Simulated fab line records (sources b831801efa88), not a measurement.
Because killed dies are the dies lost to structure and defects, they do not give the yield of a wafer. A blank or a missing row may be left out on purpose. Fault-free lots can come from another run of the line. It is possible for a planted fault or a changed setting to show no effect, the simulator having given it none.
Comparing a struck lot with a sound one	flow sfq_line	17 out of 325 route steps
Sound: wafers L408.2, L408.5, L408.6. Struck: wafer L415.5 (left out: L415.3, L415.4 of the same lot, which were not struck); the cause appears at the end.
For every step that has rows: the tool of each side, followed by ch and its chambers, followed by its first start. Under that, the readings that differ: sound wafers	struck wafers	difference of the means	sigmas: that difference in standard deviations of wafers without a fault.
alike: words and numbers the same on both sides, and readings whose means are apart by under 2 such deviations; not compared: readings that were withheld, readings missing a value for some wafer, numbers with overlapping values and no deviation given by the record, and bounds like >300 which may hide the same value.
A row with sigmas, a row that says differs or no value, or rows on one side alone: a step with any of these is where the two part. When numbers do not overlap yet have no deviation, they are printed without sigmas and do not part them. A reading missing from all wafers of one side parts the sides only when that side holds two or more wafers.

SFQ_TRILAYER_C5_BARC_OPEN_VIA_ETCH_210: etches BARC in O2, target depth 125 nm, time 41.7 s.
  sound on rie_diel-02 ch 1,2, day 76 08:37; struck on rie_diel-02 ch 1, day 77 19:25
  alike: drypump_motor_current_A, oes_product_au, rf_fwd_power_W
  not compared: rf_hours_counter_h
SFQ_TRILAYER_C5_ETCH_VIA_ETCH_154: etches SiO2 in CHF3, stops on Nb, target depth 84 nm.
  sound on rie_diel-02 ch 1,2, day 76 08:39; struck on rie_diel-02 ch 1, day 77 19:27
  alike: drypump_motor_current_A, oes_product_au, rf_fwd_power_W
SFQ_TRILAYER_C5_STRIP_STRIP_155: strips in O2.
  sound on rie_metal-01 ch 0,1, day 76 08:42; struck on rie_metal-04 ch 0, day 77 19:42
  alike: drypump_motor_current_A, oes_product_au
  not compared: rf_hours_counter_h
then, 2 steps without rows for these wafers: SFQ_TRILAYER_C5_STRIP_SOLV_CLEAN_156 (cleans in NMP, time 600 s); SFQ_TRILAYER_M6_DEP_PRE_CLEAN_158 (time 22.5 s).
SFQ_TRILAYER_M6_DEP_SPUTTER_157: material Nb, target thk 200 nm, time 133.3 s.
  sound: pvd_sputter-06 at day 76 09:31; struck: pvd_sputter-03 at day 77 20:19
  alike: throttle_valve_pct
SFQ_M6_RS_MEAS_938: measures by four-point-probe.
  sound: film_metro-04 at day 76 09:37; struck: film_metro-03 at day 77 20:26
reading	sound	struck	difference	sigmas
M6_NB_RS (ohm/sq)	0.883 0.887 0.884	0.903	+0.018	+2
then, 4 steps without rows for these wafers: SFQ_TRILAYER_M6_LITHO_COAT_164 (resist thk 62 nm); SFQ_TRILAYER_M6_LITHO_COAT_159 (resist thk 600 nm); SFQ_TRILAYER_M6_LITHO_SOFTBAKE_163; SFQ_TRILAYER_M6_LITHO_EXPOSE_160 (exposes mask M6, target cd 500 nm).
-- the record jumps here: 4 days lie between the struck wafers' starts before and after --
SFQ_TRILAYER_M6_LITHO_PEB_162: peb time 60 s.
  sound on litho_track-03 ch 0, day 80 02:00; struck on litho_track-04 ch 0, day 81 13:51
reading	sound	struck	difference	sigmas
heater_power_total_W (W)	79.20 79.20 79.14	82.75	+3.57	+61
  alike: resist_line_temp_C
then, 1 step without rows for these wafers: SFQ_TRILAYER_M6_LITHO_DEVELOP_161 (time 60 s).
SFQ_M6_OVL_MEAS_940:
  sound: overlay-02 at day 80 02:17; struck: overlay-01 at day 81 14:07
  alike: M6_OVL
SFQ_TRILAYER_M6_BARC_OPEN_METAL_ETCH_206: etches BARC in O2, target depth 125 nm, time 41.7 s.
  sound on rie_metal-02 ch 0,1, day 80 02:19; struck on rie_metal-01 ch 1, day 81 14:09
reading	sound	struck	difference	sigmas
model.M6.cd_nm (nm)	501.5 499.4 500.8	519.8	+19.2	
  alike: drypump_motor_current_A, oes_product_au, rf_fwd_power_W
  not compared: rf_hours_counter_h
SFQ_TRILAYER_M6_ETCH_METAL_ETCH_162: etches Nb in Cl2/Ar, stops on SiO2, target depth 240 nm, time 120 s.
  sound on rie_metal-02 ch 0,1, day 80 02:22; struck on rie_metal-01 ch 1, day 81 14:14
reading	sound	struck	difference	sigmas
oes_product_au (a.u.)	0.898 0.898 0.903	0.884	-0.016	-2
model.M6.cd_nm (nm)	504.4 498 502.8	519.9	+18.2	
  alike: drypump_motor_current_A, rf_fwd_power_W
  not compared: rf_hours_counter_h
SFQ_TRILAYER_M6_STRIP_STRIP_163: strips in O2.
  sound on rie_metal-02 ch 0,1, day 80 02:29; struck on rie_metal-01 ch 1, day 81 14:31
reading	sound	struck	difference	sigmas
oes_product_au (a.u.)	1.001 1.008 1.002	1.024	+0.020	+3
  alike: drypump_motor_current_A
  not compared: rf_hours_counter_h

WHERE THEY PART
Earliest at SFQ_M6_RS_MEAS_938; latest, in this record, at SFQ_TRILAYER_M6_STRIP_STRIP_163.

WHY: what had been put in by the simulator
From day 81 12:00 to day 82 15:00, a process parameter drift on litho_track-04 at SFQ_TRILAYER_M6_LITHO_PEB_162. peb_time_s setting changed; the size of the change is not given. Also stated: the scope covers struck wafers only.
